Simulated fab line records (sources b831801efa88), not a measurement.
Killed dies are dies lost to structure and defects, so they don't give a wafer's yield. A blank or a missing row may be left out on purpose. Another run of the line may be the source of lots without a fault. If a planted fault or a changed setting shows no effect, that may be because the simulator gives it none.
The tool behind it: which one?	flow sky130	14 lots, 42 wafers sampled, at 2 steps of a route of 708

WHAT THE GAUGES READ, wafer by wafer
No reading from a measuring or inspecting step in the record can be judged against a usual standard deviation.

EACH LOT AND THE TOOL THAT RAN IT (in order: tool; ch and the chambers of the sampled wafers; start)
lot	SKY_CAP2M_METAL_ETCH_13	SKY_PAD_OPEN_PROBE_99
L437	rie metal-01 ch 0,1, day 40 10:17	-
L438	rie metal-04 ch 0, day 40 15:32	-
L439	rie metal-01 ch 0,1, day 41 00:12	-
L441	rie metal-02 ch 0,1, day 41 20:27	-
L442	rie metal-04 ch 0,1, day 42 00:59	-
L443	rie metal-02 ch 0,1, day 42 10:36	-
L444	rie metal-01 ch 0,1, day 42 20:15	-
L445	rie metal-04 ch 0,1, day 43 00:05	-
L446	rie metal-01 ch 0,1, day 43 05:02	-
L451	rie metal-04 ch 0,1, day 44 19:23	prober-02, day 49 05:37
L453	rie metal-04 ch 0,1, day 45 03:48	prober-01, day 49 12:37
L454	rie metal-01 ch 1, day 45 10:48	-
L456	rie metal-01 ch 0,1, day 46 00:11	-
L459	rie metal-01 ch 0,1, day 46 20:14	-
- SKY_CAP2M_METAL_ETCH_13: etches TiN in Cl2/BCl3, stops on SiO2, target depth 220 nm, time 62.9 s.
- SKY_PAD_OPEN_PROBE_99

AS READ BY THE TOOLS THEMSELVES (means over the sampled wafers that have a number; for cases with no such wafer, the mark the record gives instead)
SKY_CAP2M_METAL_ETCH_13. Usual: drypump motor current A 5.6 A, standard deviation 0.4; oes product au 0.941 a.u., standard deviation 0.0069; throttle valve pct 21.902 %, standard deviation 0.01.
lot	tool	drypump motor current A (A)	oes product au (a.u.)	throttle valve pct (%)	flag
L437	rie metal-01	5.5	0.940	21.908	
L438	rie metal-04	6.1	0.944	21.914	
L439	rie metal-01	5.5	0.941	21.899	
L441	rie metal-02	6.0	0.938	21.906	
L442	rie metal-04	5.5	0.930	21.900	
L443	rie metal-02	6.0	0.931	21.908	
L444	rie metal-01	5.5	0.937	21.903	
L445	rie metal-04	5.5	0.929	21.917	
L446	rie metal-01	5.6	0.941	21.897	
L451	rie metal-04	5.8	0.935	21.902	
L453	rie metal-04	5.8	0.938	21.904	
L454	rie metal-01	5.5	0.947	21.905	
L456	rie metal-01	5.5	0.942	21.903	
L459	rie metal-01	5.5	0.949	21.896	

SKY_PAD_OPEN_PROBE_99. Usual: defect limited yield 82.2 %, standard deviation 1.9; killed_at_M0_to_M3 45, standard deviation 7.3; killed_at_M4_up 3.1, standard deviation 1.7; killed at contacts 25, standard deviation 5.1; killed at front end 15, standard deviation 4.5; killed at other 0.3, standard deviation 0.56; killed dies 88, standard deviation 9.4; killed open 47, standard deviation 6.6; killed short 40, standard deviation 6.9; sort_bin_3_pad_short 0.9 %, standard deviation 0.46; sort_bin_5_function 10.5 %, standard deviation 1.5; sort_bin_6_memory 6.4 %, standard deviation 1.1; sort n pass 404, standard deviation 9.4; sort yield pct 82.2 %, standard deviation 1.9.
lot	tool	defect limited yield (%)	killed_at_M0_to_M3	killed_at_M4_up	killed at contacts	killed at front end	killed at other	killed dies	killed open	killed short	sort_bin_3_pad_short (%)	sort_bin_5_function (%)	sort_bin_6_memory (%)	sort n pass	sort yield pct (%)	flag
L451	prober-02	81.0	49	4.0	20	8	12.0	94	43	39	1.1	11.8	6.2	398	81.0	OFF
L453	prober-01	78.2	51	3.7	22	18	12.7	107	50	45	1.6	12.9	7.2	385	78.2	OFF

THE ANSWER, worked out from the rows above alone
Rule: a lot counts as off when the mean over its wafers that have a number is more than 3 standard deviations away from the usual mean. A lot without any number at a reading at which 4 lots or more have one is off too. All remaining lots with rows at the step are treated as sound. First the gauges in route order, then the tools' own readings, where a lot's mean is used as printed above. The first step at which some lot is off is used, and at that step the reading that is off furthest; a lot without a number counts as furthest.
Off, at SKY_PAD_OPEN_PROBE_99 on killed at other: L451, L453. Neither off nor sound, because the step has no rows for them: L437, L438, L439, L441, L442, L443, L444, L445, L446, L454, L456, L459.
If a tool, at that step or one of the process steps before it, ran each lot that is off and ran no sound lot following the first of them, it fits. One candidate fits, namely rie metal-04 at SKY_CAP2M_METAL_ETCH_13. It ran no sound lot before its first lot that is off in this sample, so the start can't be narrowed down.

WHAT WAS PUT IN BY THE SIMULATOR
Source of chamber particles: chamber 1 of rie metal-04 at SKY_CAP2M_METAL_ETCH_13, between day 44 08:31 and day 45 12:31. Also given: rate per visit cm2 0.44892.
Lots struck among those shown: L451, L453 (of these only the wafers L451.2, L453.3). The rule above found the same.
